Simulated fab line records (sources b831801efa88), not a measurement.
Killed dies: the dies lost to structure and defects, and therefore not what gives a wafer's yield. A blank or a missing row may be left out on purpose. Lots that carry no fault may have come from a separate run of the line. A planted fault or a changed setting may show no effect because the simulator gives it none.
Comparing a struck lot with a sound one || flow sky130 || 15 steps out of a route of 708
Sound: these wafers, L572.3, L572.5, L572.6. Wafers L574.2, L574.5, L574.6 were the ones struck. The cause is named last.
For every step that has rows: the tool of each side, followed by ch and its chambers, followed by its first start. Under that, the readings that differ: sound wafers || struck wafers || difference of the means || sigmas: that difference in standard deviations of wafers without a fault.
alike: words and numbers the same on both sides, and readings whose means are apart by under 2 such deviations; not compared: readings that were withheld, readings missing a value for some wafer, numbers with overlapping values and no deviation given by the record, and bounds like >300 which may hide the same value.
The two part at a step that has a row with sigmas, a row that says differs or no value, or rows on one side only. Non-overlapping numbers with no deviation appear without sigmas and do not part them. A reading that every wafer of one side lacks parts them only if that side has two wafers or more.

SKY_CAP2M_THK_MEAS_01:
  sound on film metro-01 at day 40 05:39; struck on film metro-04 at day 40 14:39
  alike: CAP2M_CVD_00_THK
SKY_CAP2M_SPUTTER_02: material TiN, target thk 200 nm, time 166.7 s.
  sound on pvd sputter-02 at day 40 05:41; struck on pvd sputter-02 at day 40 14:42
  alike: throttle valve pct
SKY_CAP2M_RS_MEAS_03: measurement is done with a four-point probe.
  sound on film metro-04 at day 40 05:50; struck on film metro-01 at day 40 14:50
  alike: CAP2M_TIN_RS
SKY_CAP2M_THK_MEAS_04: measures by xrf.
  sound on film metro-04 at day 40 05:56; struck on film metro-01 at day 40 14:56
  alike: CAP2M_TIN_THK
then, 7 steps without rows for these wafers: SKY_CAP2M_DEHYDRATE_05 (time 60 s); SKY_CAP2M_HMDS_06 (prime time 60 s); SKY_CAP2M_COAT_07 (resist thk 1140 nm); SKY_CAP2M_SOFTBAKE_08 (time 60 s); SKY_CAP2M_EXPOSE_09 (exposes mask CAP2M, target cd 1000 nm); SKY_CAP2M_PEB_10; SKY_CAP2M_DEVELOP_11 (develop time 60 s).
SKY_CAP2M_OVL_MEAS_12:
  sound on overlay-02 at day 41 05:03; struck on overlay-02 at day 41 14:51
  alike: CAP2M_OVL
SKY_CAP2M_METAL_ETCH_13: etches TiN in Cl2/BCl3, stops on SiO2, target depth 220 nm, time 62.9 s.
  sound on rie metal-03 ch 0,1, day 41 05:05; struck on rie metal-03 ch 0,1, day 41 14:53
{"reading": "chamber pressure mTorr (mTorr)", "sound": "10.004 10.002 9.991", "struck": "8.004 7.987 7.993", "difference": -2.004, "sigmas": "-99 or more"}
  alike: drypump motor current A, oes product au, throttle valve pct
  not compared: rf hours counter h
SKY_CAP2M_STRIP_14: strips in O2/N2.
  sound on plasma asher-02 ch 0,1, day 41 05:11; struck on plasma asher-04 ch 0,1, day 41 14:57
{"reading": "drypump motor current A (A)", "sound": "6.1 6.1 6.6", "struck": "5.4 5.4 4.7", "difference": -1.1, "sigmas": -2}
  alike: oes product au, strip time to endpoint s
  not compared: rf hours counter h
SKY_PAD_OPEN_PROBE_99:
  the record has rows for the sound wafers here (prober-01, day 46 04:54) and none for the struck ones

## WHERE THEY PART
First at SKY_CAP2M_METAL_ETCH_13; last, within this record, at SKY_PAD_OPEN_PROBE_99.

WHY: whatever the simulator had introduced
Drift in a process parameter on rie metal-03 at SKY_CAP2M_METAL_ETCH_13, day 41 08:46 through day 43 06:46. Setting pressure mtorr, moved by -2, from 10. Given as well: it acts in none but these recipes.
